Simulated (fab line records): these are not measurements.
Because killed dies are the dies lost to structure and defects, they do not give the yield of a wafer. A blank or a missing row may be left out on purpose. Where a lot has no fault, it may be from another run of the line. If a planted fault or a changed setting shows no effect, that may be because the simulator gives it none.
Matching of chambers | flow sfq line | cmp-01 running SFQ_TRILAYER_I0_CMP_CMP_028: 3 sister chambers
The step polishes SiO2. 3 wafers are shown with their chamber, then 6 later ones without.

== EACH WAFER AND ITS CHAMBER ==
wafer  | chamber | motor current A (A)
L537.6 | 1       | 8.9
L543.2 | 3       | 10.4
L543.4 | 0       | 12.1

== WAFERS WITH NO CHAMBER GIVEN ==
wafer  | motor current A (A)
L543.5 | 9.2
L544.2 | 11.7
L544.3 | 9.7
L544.5 | 10.3
L545.4 | 11.9
L545.5 | 11.7

== WHICH CHAMBER EACH WENT THROUGH ==
wafer  | from the rows above     | in truth
L543.5 | 1                       | 1
L544.2 | 0                       | 0
L544.3 | can't be placed: 3 or 1 | 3
L544.5 | 3                       | 3
L545.4 | 0                       | 0
L545.5 | 0                       | 0
Correctly placed: 5 of 6. Unplaceable from these rows: 1, with the true chamber sitting among the candidates in 1. 0 placed wrongly.
How it was worked out, from the rows above alone: a wafer's distance from a chamber is the root of the sum, over the readings, of the square of ((its reading less the chamber's mean) divided by the reading's scatter). If the next closest chamber is less than 2 further off than the closest, the wafer can't be placed; otherwise it belongs to the closest. The mean given for a chamber averages the wafers shown for that chamber. The scatter: root of mean squared gap, hidden wafer to nearest shown wafer, with one shown wafer a chamber.
